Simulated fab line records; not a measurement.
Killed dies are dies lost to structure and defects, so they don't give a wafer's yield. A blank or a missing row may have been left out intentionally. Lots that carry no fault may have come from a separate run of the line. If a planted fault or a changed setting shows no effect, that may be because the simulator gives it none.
Comparing a struck lot with a sound one || flow sky130 || 23 out of 708 route steps
Sound: wafers L677.2, L677.5, L677.6. Struck: wafers L689.1, L689.3, L689.5. The cause comes at the end.
Per side, at each step with rows, come the tool, then ch with its chambers, and then its first start. Under that, the readings that differ: sound wafers || struck wafers || difference of the means || sigmas: that difference in standard deviations of wafers without a fault.
alike: readings whose means differ by less than 2 such deviations, and words and numbers that are the same on both sides. not compared: withheld readings, readings that some wafer has no value for, bounds like >300 that may hide the same value, and numbers for which the record gives no deviation and whose values overlap.
The two part at a step that has a row with sigmas, a row that says differs or no value, or rows on one side only. Numbers that don't overlap but have no deviation are shown without sigmas and don't part them. A reading that every wafer of one side lacks parts them only if that side has two wafers or more.

first, 8 steps without rows for these wafers: SKY_LDD_N_IMPLANT_08; SKY_LDD_N_IMPLANT_09; SKY_LDD_N_IMPLANT_10; SKY_LDD_N_IMPLANT_11; SKY_LDD_N_IMPLANT_12; SKY_LDD_N_IMPLANT_13; SKY_LDD_N_IMPLANT_14; SKY_LDD_N_IMPLANT_15.
SKY_LDD_N_STRIP_16: strips in O2/N2.
  sound on plasma-asher-04 ch 0,1, day 21 07:29; struck on plasma-asher-04 ch 1, day 26 03:01
  alike: drypump-motor-current-A, oes-product-au, strip-time-to-endpoint-s
  not compared: rf-hours-counter-h
SKY_LDD_N_TW_MEAS_17:
  sound on film-metro-01, day 21 07:35; struck on film-metro-01, day 26 03:07
  alike: LDD_N_TW
then, 2 steps without rows for these wafers: SKY_LDD_P_DEHYDRATE_00 (time 60 s); SKY_LDD_P_HMDS_01 (prime time 60 s).
SKY_LDD_P_COAT_02: resist thk 1140 nm.
  sound on litho-track-01 ch 0, day 21 22:52; struck on litho-track-01 ch 0, day 26 17:44
{"reading": "spin-speed-rpm (rpm)", "sound": "3001.0 3000.9 3002.6", "struck": "3066.3 3063.5 3063.0", "difference": "+62.8", "sigmas": "+35"}
{"reading": "model.NOVOLAK_of_LDD_P_COAT_02.thk-nm (nm)", "sound": "1139 1139 1136", "struck": "1127 1125 1123", "difference": -13, "sigmas": ""}
then, 3 steps without rows for these wafers: SKY_LDD_P_SOFTBAKE_03 (time 60 s); SKY_LDD_P_EXPOSE_04 (exposes mask PSDM, target cd 380 nm); SKY_LDD_P_PEB_05.
SKY_LDD_P_DEVELOP_06: develop time 60 s.
  sound on litho-track-03 ch 0, day 22 13:12; struck on litho-track-02 ch 0, day 27 08:18
{"reading": "model.NOVOLAK_of_LDD_P_COAT_02.thk-nm (nm)", "sound": "1138 1139 1135", "struck": "1127 1124 1122", "difference": -13, "sigmas": ""}
SKY_LDD_P_CD_MEAS_07 targets a cd of 380 nm.
  sound on cd-sem-02, day 22 13:20; struck on cd-sem-02, day 27 08:27
  alike: cd-nm
SKY_LDD_P_OVL_MEAS_08:
  sound on overlay-02, day 22 13:27; struck on overlay-01, day 27 08:34
  alike: LDD_P_OVL
following that, these wafers have no rows for 1 step: SKY_LDD_P_IMPLANT_09.
SKY_LDD_P_STRIP_10: strips in O2/N2.
  sound on plasma-asher-03 ch 0,1, day 22 13:38; struck on plasma-asher-04 ch 1, day 27 08:45
{"reading": "strip-time-to-endpoint-s (s)", "sound": "14.16 14.17 14.12", "struck": "14.02 13.98 13.98", "difference": -0.16, "sigmas": -4}
  alike: drypump-motor-current-A, oes-product-au
  not compared: rf-hours-counter-h
SKY_LDD_P_TW_MEAS_11:
  sound on film-metro-03, day 22 13:44; struck on film-metro-04, day 27 08:51
  alike: LDD_P_TW
SKY_PAD_OPEN_PROBE_99:
  sound wafers here have rows in the record (prober-01, day 48 15:13); struck ones have none

WHERE THEY PART
Last at SKY_PAD_OPEN_PROBE_99 as far as this record goes, first at SKY_LDD_P_COAT_02.

WHY: what the simulator had put in
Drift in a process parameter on litho-track-01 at SKY_LDD_P_COAT_02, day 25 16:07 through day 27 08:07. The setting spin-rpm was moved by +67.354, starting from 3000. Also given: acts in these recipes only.
